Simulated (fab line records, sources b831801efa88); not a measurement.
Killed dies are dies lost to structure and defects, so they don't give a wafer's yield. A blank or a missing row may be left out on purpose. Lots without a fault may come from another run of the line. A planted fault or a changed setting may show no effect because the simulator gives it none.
A struck lot beside a sound one | flow gf180mcu | 14 steps out of a route of 602
Sound: wafers L883.2, L883.3, L883.4. Struck: wafer L888.5. (L888.1, L888.2 of the same lot were not struck and are left out.) The cause comes at the end.
At each step with rows: each side's tool, then ch and its chambers, then its first start. Under that, the readings that differ: sound wafers | struck wafers | difference of the means | sigmas: that difference in standard deviations of wafers without a fault.
alike: readings whose means differ by less than 2 such deviations, and words and numbers that are the same on both sides. not compared: withheld readings, readings that some wafer has no value for, bounds like >300 that may hide the same value, and numbers for which the record gives no deviation and whose values overlap.
The two part at a step that has a row with sigmas, a row that says differs or no value, or rows on one side only. Numbers that don't overlap but have no deviation are shown without sigmas and don't part them. A reading that every wafer of one side lacks parts them only if that side has two wafers or more.

GF_V5_STRIP_18: strips in O2/N2.
  sound on plasma_asher-04 ch 0,1, day 29 13:28; struck on plasma_asher-02 ch 0, day 30 21:39
  alike: drypump_motor_current_A, heater_power_w, oes_product_au
  not compared: rf_hours_counter_h
then, 2 steps without rows for these wafers: GF_V5_STRIP_19 (strips in post etch residue remover, time 1200 s); GF_V5_CLEAN_20 (cleans in DIW).
GF_V5_SPUTTER_21: material Ti, target thk 15 nm, time 80.02 s.
  sound on pvd_sputter-03, day 29 14:06; struck on pvd_sputter-03, day 30 22:11
  alike: throttle_valve_pct
GF_V5_SPUTTER_22: material TiN, target thk 10 nm, time 40 s.
  sound on pvd_sputter-03, day 29 14:10; struck on pvd_sputter-03, day 30 22:15
  alike: throttle_valve_pct
then, 1 step without rows for these wafers: GF_V5_CVD_23 (deposits W, target thk 350 nm, time 104.9 s).
GF_V5_RS_MEAS_24: measures by four-point-probe.
  sound on film_metro-02, day 29 14:20; struck on film_metro-02, day 30 22:24
  reading          | sound             | struck | difference | sigmas
  V5_W_RS (ohm/sq) | 0.325 0.322 0.326 | 0.331  | +0.007     | +2
GF_V5_THK_MEAS_25: measures by xrf.
  sound on film_metro-02, day 29 14:26; struck on film_metro-02, day 30 22:31
  reading       | sound       | struck | difference | sigmas
  V5_W_THK (nm) | 365 369 366 | 355    | -12        | -3
then, 1 step without rows for these wafers: GF_V5_CMP_26 (polishes, stops on SiO2, t overpolish 15 s, target thk 0 nm).
GF_TOP_METAL_SPUTTER_00: material Ti, target thk 37.5 nm, time 150 s.
  sound on pvd_sputter-03, day 29 14:47; struck on pvd_sputter-03, day 30 22:53
  alike: throttle_valve_pct
then, 2 steps without rows for these wafers: GF_TOP_METAL_SPUTTER_01 (material TiN, target thk 30 nm, time 25 s); GF_TOP_METAL_SPUTTER_02 (material AlCu, target thk 900 nm, time 47.82 s).
GF_TOP_METAL_SPUTTER_03: material Ti, target thk 5 nm, time 3.3 s.
  sound on pvd_sputter-03, day 29 14:58; struck on pvd_sputter-03, day 30 23:03
  reading                                      | sound             | struck | difference | sigmas
  model.Ti_of_TOP_METAL_SPUTTER_03.thk_nm (nm) | 4.866 4.654 5.024 | 1.956  | -2.892     |
  alike: throttle_valve_pct
GF_TOP_METAL_SPUTTER_04: material TiN, target thk 25 nm, time 20.8 s.
  sound on pvd_sputter-03, day 29 14:59; struck on pvd_sputter-03, day 30 23:04
  alike: throttle_valve_pct

WHERE THEY PART
First at GF_V5_RS_MEAS_24; last, within this record, at GF_V5_THK_MEAS_25. Later steps at which nothing parts them and some readings are alike: GF_TOP_METAL_SPUTTER_00, GF_TOP_METAL_SPUTTER_03, GF_TOP_METAL_SPUTTER_04.

WHY: what the simulator had put in
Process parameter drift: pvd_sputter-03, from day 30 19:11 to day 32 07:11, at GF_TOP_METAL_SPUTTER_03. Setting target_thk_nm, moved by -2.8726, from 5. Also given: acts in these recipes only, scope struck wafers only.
